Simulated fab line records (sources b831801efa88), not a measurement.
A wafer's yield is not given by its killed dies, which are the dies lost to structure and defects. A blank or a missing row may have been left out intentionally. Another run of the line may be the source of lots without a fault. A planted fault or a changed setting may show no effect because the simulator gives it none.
Which tool is to blame? ; flow sky130 ; 24 lots, 72 wafers sampled, at 6 steps of a route of 708

## WHAT THE GAUGES SHOWED, per wafer
SKY_VIA1_CD_MEAS_12: target cd 150 nm. Usual: cd_nm 149.2 nm, standard deviation 1.6.
lot;measured;on;cd_nm (nm);flag
L074;day 33 18:29;cd_sem-01;148.9 148.5 146.8;
L075;day 34 04:14;cd_sem-02;147.7 149.7 147.3;
L076;day 34 10:47;cd_sem-01;150.7 150.4 149.6;
L078;day 34 20:37;cd_sem-02;146.9 147.4 146.8;
L077;day 34 21:33;cd_sem-01;147.3 146.1 147.3;
L079;day 35 08:13;cd_sem-02;149.4 147.6 146.6;
L080;day 35 21:17;cd_sem-02;149.1 148.6 148.6;
L081;day 36 04:51;cd_sem-02;149.6 148.3 149.6;
L083;day 36 18:00;cd_sem-01;149.1 150.4 148.0;
L082;day 36 18:56;cd_sem-01;151.0 150.6 150.9;
L085;day 37 06:46;cd_sem-02;149.1 147.5 147.0;
L084;day 37 10:37;cd_sem-01;150.4 149.7 150.4;
L086;day 37 14:01;cd_sem-02;147.9 147.7 148.8;
L087;day 38 00:45;cd_sem-02;146.7 147.3 146.1;
L088;day 38 12:31;cd_sem-02;147.6 148.7 148.7;
L089;day 38 20:17;cd_sem-02;150.2 150.0 149.3;
L090;day 39 00:23;cd_sem-02;151.5 150.0 147.9;
L091;day 39 03:19;cd_sem-01;149.7 149.8 149.0;
L092;day 39 13:36;cd_sem-02;148.8 149.0 149.8;
L093;day 40 00:49;cd_sem-01;149.3 150.6 151.0;
L094;day 40 06:58;cd_sem-02;152.5 154.2 152.1;
L095;day 40 08:35;cd_sem-01;150.0 151.1 151.0;
L096;day 40 15:14;cd_sem-02;149.6 149.6 148.5;
L097;day 40 16:20;cd_sem-01;153.0 150.7 150.3;

SKY_METAL4_OVL_MEAS_14. Usual: METAL4_OVL gives 1 nm (standard deviation 5.2).
lot;measured;on;METAL4_OVL (nm);flag
L074;day 41 13:22;overlay-01;1 0 2;
L075;day 41 23:07;overlay-02;-6 -12 -2;
L076;day 42 04:13;overlay-02;-5 0 0;
L078;day 42 12:05;overlay-01;8 7 4;
L077;day 42 15:32;overlay-01;1 1 -5;
L079;day 43 01:47;overlay-01;3 3 -4;
L080;day 43 13:13;overlay-02;-2 4 1;
L081;day 43 17:57;overlay-02;3 -2 -1;
L083;day 44 04:37;overlay-01;-5 -2 -1;
L082;day 44 05:43;overlay-02;14 -1 7;
L085;day 44 16:52;overlay-01;0 4 10;
L084;day 44 19:43;overlay-02;-4 -1 7;
L086;day 44 20:38;overlay-01;-10 -3 2;
L087;day 45 06:55;overlay-01;4 2 4;
L088;day 45 15:56;overlay-01;7 1 -2;
L089;day 46 00:16;overlay-01;7 8 5;
L090;day 46 01:26;overlay-02;-3 0 1;
L091;day 46 05:17;overlay-02;0 4 -2;
L092;day 46 13:35;overlay-01;7 0 2;
L093;day 46 22:41;overlay-02;7 0 3;
L094;day 47 03:44;overlay-01;13 -1 7;
L095;day 47 06:50;overlay-02;1 1 -3;
L096;day 47 10:15;overlay-01;2 7 -8;
L097;day 47 11:52;overlay-01;-2 -6 -3;

SKY_METAL5_RS_MEAS_05: measures by four-point-probe. Usual: METAL5_ALCU_RS gives 0.02706 ohm/sq (standard deviation 0.00024).
lot;measured;on;METAL5_ALCU_RS (ohm/sq);flag
L074;day 42 16:03;film_metro-03;0.0268 0.02664 0.02674;
L075;day 43 01:20;film_metro-03;0.02706 0.02677 0.02673;
L076;day 43 05:46;film_metro-02;0.02683 0.02672 0.02683;
L078;day 43 14:28;film_metro-03;0.02745 0.02727 0.02728;
L077;day 43 17:41;film_metro-03;0.02687 0.02693 0.02684;
L079;day 44 03:15;film_metro-02;0.02716 0.02741 0.02726;
L080;day 44 14:18;film_metro-02;0.02726 0.02722 0.02735;
L081;day 44 19:27;film_metro-02;0.02673 0.02714 0.02704;
L083;day 45 05:04;film_metro-01;0.0273 0.02734 0.02724;
L082;day 45 05:48;film_metro-03;0.02731 0.02729 0.02712;
L085;day 45 18:14;film_metro-02;0.02704 0.02693 0.02686;
L084;day 45 20:10;film_metro-03;0.02734 0.02722 0.02706;
L086;day 45 21:05;film_metro-01;0.0271 0.02717 0.02747;
L087;day 46 06:06;film_metro-03;0.02681 0.02675 0.02666;
L088;day 46 15:19;film_metro-01;0.02747 0.02733 0.02753;
L089;day 46 23:38;film_metro-03;0.02661 0.02653 0.02655;
L090;day 47 01:12;film_metro-03;0.02711 0.02706 0.02707;
L091;day 47 04:45;film_metro-02;0.02713 0.0269 0.02715;
L092;day 47 12:29;film_metro-01;0.02697 0.02691 0.02688;
L093;day 47 21:23;film_metro-02;0.02749 0.02757 0.02764;
L094;day 48 02:05;film_metro-01;0.02702 0.02705 0.02689;
L095;day 48 05:02;film_metro-03;0.02714 0.02691 0.02706;
L096;day 48 08:09;film_metro-03;0.02733 0.02709 0.02716;
L097;day 48 09:55;film_metro-01;0.02724 0.02732 0.02719;

## WHICH TOOL RAN EACH LOT (tool, then ch and the chambers of the sampled wafers, then the start)
lot;SKY_METAL2_METAL_ETCH_19;SKY_CAPM_STRIP_14;SKY_VIA3_STRIP_16
L074;rie_metal-03 ch 0,1, day 34 22:41;plasma_asher-03 ch 0,1, day 37 06:29;plasma_asher-03 ch 0,1, day 39 11:09
L075;rie_metal-04 ch 0,1, day 35 08:11;plasma_asher-03 ch 0,1, day 37 15:59;plasma_asher-04 ch 0,1, day 39 20:43
L076;rie_metal-01 ch 0,1, day 35 15:26;plasma_asher-02 ch 0,1, day 37 21:50;plasma_asher-03 ch 0,1, day 40 02:11
L078;rie_metal-04 ch 0,1, day 36 00:23;plasma_asher-02 ch 0,1, day 38 06:24;plasma_asher-03 ch 0,1, day 40 10:32
L077;rie_metal-01 ch 0,1, day 36 01:53;plasma_asher-01 ch 0,1, day 38 09:11;plasma_asher-02 ch 0,1, day 40 12:55
L079;rie_metal-03 ch 0, day 36 12:44;plasma_asher-01 ch 0,1, day 38 19:17;plasma_asher-02 ch 0,1, day 40 23:30
L080;rie_metal-01 ch 0,1, day 37 01:31;plasma_asher-03 ch 0,1, day 39 06:45;plasma_asher-04 ch 0,1, day 41 11:23
L081;rie_metal-04 ch 0,1, day 37 08:25;plasma_asher-02 ch 0,1, day 39 14:22;plasma_asher-03 ch 0,1, day 41 17:11
L083;rie_metal-03 ch 0,1, day 37 21:22;plasma_asher-03 ch 0,1, day 40 01:49;plasma_asher-02 ch 0,1, day 42 04:51
L082;rie_metal-04 ch 0,1, day 37 22:02;plasma_asher-02 ch 0,1, day 40 03:49;plasma_asher-04 ch 1, day 42 05:25
L085;rie_metal-03 ch 0,1, day 38 09:32;plasma_asher-01 ch 1, day 40 14:09;plasma_asher-04 ch 0,1, day 42 16:42
L084;rie_metal-03 ch 0,1, day 38 13:41;plasma_asher-01 ch 0,1, day 40 18:32;plasma_asher-04 ch 0,1, day 42 19:43
L086;rie_metal-03 ch 0, day 38 17:08;plasma_asher-02 ch 0, day 40 20:49;plasma_asher-02 ch 0,1, day 42 21:37
L087;rie_metal-03 ch 0,1, day 39 04:40;plasma_asher-02 ch 1, day 41 07:47;plasma_asher-02 ch 0,1, day 43 08:38
L088;rie_metal-04 ch 0,1, day 39 14:47;plasma_asher-03 ch 0,1, day 41 17:37;plasma_asher-04 ch 0,1, day 43 17:56
L089;rie_metal-01 ch 0,1, day 39 23:11;plasma_asher-01 ch 0,1, day 42 02:30;plasma_asher-03 ch 0,1, day 44 02:49
L090;rie_metal-04 ch 0,1, day 40 02:47;plasma_asher-01 ch 0,1, day 42 05:02;plasma_asher-03 ch 0,1, day 44 03:52
L091;rie_metal-03 ch 1, day 40 06:13;plasma_asher-02 ch 0,1, day 42 08:39;plasma_asher-04 ch 1, day 44 08:40
L092;rie_metal-01 ch 0,1, day 40 15:50;plasma_asher-03 ch 0,1, day 42 18:02;plasma_asher-04 ch 0,1, day 44 17:22
L093;rie_metal-03 ch 0,1, day 41 03:10;plasma_asher-02 ch 0,1, day 43 05:25;plasma_asher-02 ch 0,1, day 45 03:55
L094;rie_metal-04 ch 0,1, day 41 09:05;plasma_asher-02 ch 0,1, day 43 11:08;plasma_asher-04 ch 0,1, day 45 09:28
L095;rie_metal-01 ch 0,1, day 41 11:20;plasma_asher-02 ch 0,1, day 43 12:54;plasma_asher-02 ch 0,1, day 45 10:49
L096;rie_metal-01 ch 0,1, day 41 17:02;plasma_asher-02 ch 0,1, day 43 18:16;plasma_asher-04 ch 0,1, day 45 16:07
L097;rie_metal-01 ch 0,1, day 41 18:17;plasma_asher-02 ch 0,1, day 43 19:20;plasma_asher-03 ch 0,1, day 45 17:37
- SKY_METAL2_METAL_ETCH_19: etches the open film in Cl2/BCl3, stops on SiO2, target depth 360 nm, time 78 s.
- SKY_CAPM_STRIP_14: strips in O2/N2.
- SKY_VIA3_STRIP_16: strips in O2/N2.

## AS READ BY THE TOOLS THEMSELVES (means over the sampled wafers that have a number; for cases with no such wafer, the mark the record gives instead)
SKY_METAL2_METAL_ETCH_19. Usual: drypump_motor_current_A 5.5 A, standard deviation 0.41; oes_product_au 0.854 a.u., standard deviation 0.0062; throttle_valve_pct 22.265 %, standard deviation 0.0093.
lot;tool;drypump_motor_current_A (A);oes_product_au (a.u.);throttle_valve_pct (%);flag
L074;rie_metal-03;5.3;0.852;22.264;
L075;rie_metal-04;5.9;0.854;22.268;
L076;rie_metal-01;5.2;0.852;22.262;
L078;rie_metal-04;5.9;0.853;22.267;
L077;rie_metal-01;5.4;0.850;22.269;
L079;rie_metal-03;5.6;0.851;22.262;
L080;rie_metal-01;5.2;0.847;22.264;
L081;rie_metal-04;6.1;0.854;22.265;
L083;rie_metal-03;5.3;0.858;22.266;
L082;rie_metal-04;5.9;0.855;22.275;
L085;rie_metal-03;5.3;0.855;22.272;
L084;rie_metal-03;5.3;0.860;22.262;
L086;rie_metal-03;5.6;0.858;22.259;
L087;rie_metal-03;5.3;0.856;22.270;
L088;rie_metal-04;5.9;0.868;22.260;
L089;rie_metal-01;5.4;0.844;22.267;
L090;rie_metal-04;5.9;0.850;22.265;
L091;rie_metal-03;5.2;0.858;22.259;
L092;rie_metal-01;5.2;0.856;22.258;
L093;rie_metal-03;5.5;0.855;22.280;
L094;rie_metal-04;5.9;0.860;22.265;
L095;rie_metal-01;5.4;0.850;22.271;
L096;rie_metal-01;5.4;0.854;22.261;
L097;rie_metal-01;5.4;0.846;22.257;

SKY_CAPM_STRIP_14. Usual: drypump_motor_current_A 5.6 A, standard deviation 0.66; oes_product_au 0.711 a.u., standard deviation 0.0047; strip_time_to_endpoint_s 12.62 s, standard deviation 0.041.
lot;tool;drypump_motor_current_A (A);oes_product_au (a.u.);strip_time_to_endpoint_s (s);flag
L074;plasma_asher-03;5.3;0.714;12.60;
L075;plasma_asher-03;5.3;0.709;12.57;
L076;plasma_asher-02;5.3;0.713;12.61;
L078;plasma_asher-02;5.9;0.712;12.65;
L077;plasma_asher-01;5.4;0.711;12.64;
L079;plasma_asher-01;5.4;0.712;12.57;
L080;plasma_asher-03;5.4;0.712;12.66;
L081;plasma_asher-02;5.9;0.706;12.62;
L083;plasma_asher-03;5.8;0.709;12.70;
L082;plasma_asher-02;5.9;0.713;12.64;
L085;plasma_asher-01;5.8;0.709;12.61;
L084;plasma_asher-01;5.4;0.714;12.59;
L086;plasma_asher-02;6.4;0.713;12.58;
L087;plasma_asher-02;4.9;0.710;12.58;
L088;plasma_asher-03;5.8;0.710;12.59;
L089;plasma_asher-01;5.4;0.707;12.65;
L090;plasma_asher-01;5.4;0.716;12.57;
L091;plasma_asher-02;5.4;0.714;12.62;
L092;plasma_asher-03;5.3;0.710;12.62;
L093;plasma_asher-02;5.4;0.710;12.66;
L094;plasma_asher-02;5.9;0.713;12.61;
L095;plasma_asher-02;5.9;0.711;12.67;
L096;plasma_asher-02;5.9;0.712;12.61;
L097;plasma_asher-02;5.9;0.716;12.62;

SKY_VIA3_STRIP_16. Usual: drypump_motor_current_A 5.6 A, standard deviation 0.56; oes_product_au 0.401 a.u., standard deviation 0.0045; strip_time_to_endpoint_s 4.121 s, standard deviation 0.021.
lot;tool;drypump_motor_current_A (A);oes_product_au (a.u.);strip_time_to_endpoint_s (s);flag
L074;plasma_asher-03;5.8;0.401;4.134;
L075;plasma_asher-04;5.7;0.403;4.103;
L076;plasma_asher-03;5.8;0.400;4.113;
L078;plasma_asher-03;5.8;0.409;4.136;
L077;plasma_asher-02;5.4;0.402;4.136;
L079;plasma_asher-02;5.3;0.403;4.134;
L080;plasma_asher-04;5.8;0.400;4.117;
L081;plasma_asher-03;5.8;0.404;4.127;
L083;plasma_asher-02;5.9;0.403;4.115;
L082;plasma_asher-04;5.8;0.402;4.103;
L085;plasma_asher-04;5.7;0.403;4.118;
L084;plasma_asher-04;5.7;0.401;4.127;
L086;plasma_asher-02;5.9;0.399;4.111;
L087;plasma_asher-02;5.9;0.399;4.107;
L088;plasma_asher-04;5.8;0.403;4.138;
L089;plasma_asher-03;5.8;0.404;4.167;
L090;plasma_asher-03;5.4;0.400;4.115;
L091;plasma_asher-04;5.8;0.400;4.150;
L092;plasma_asher-04;5.6;0.398;4.102;
L093;plasma_asher-02;5.4;0.399;4.108;
L094;plasma_asher-04;5.7;0.400;4.114;
L095;plasma_asher-02;5.9;0.394;4.155;
L096;plasma_asher-04;5.6;0.400;4.121;
L097;plasma_asher-03;5.3;0.404;4.141;

## THE ANSWER, worked out from the rows above alone
Rule: a lot is off if the mean of its wafers that have a number lies more than 3 standard deviations from the usual mean. Also off: a lot with no number at a reading for which 4 or more lots have one. Any other lot the step has rows for is counted as sound. Order of review: gauges by route order, followed by the tools' own readings, for which a lot's mean as printed above is used. At the first step where some lot is off, the reading lying furthest off is the one used; lots without a number count as furthest.
None of the lots is off at any reading shown; this tells nothing.

## WHAT THE SIMULATOR HAD INSERTED
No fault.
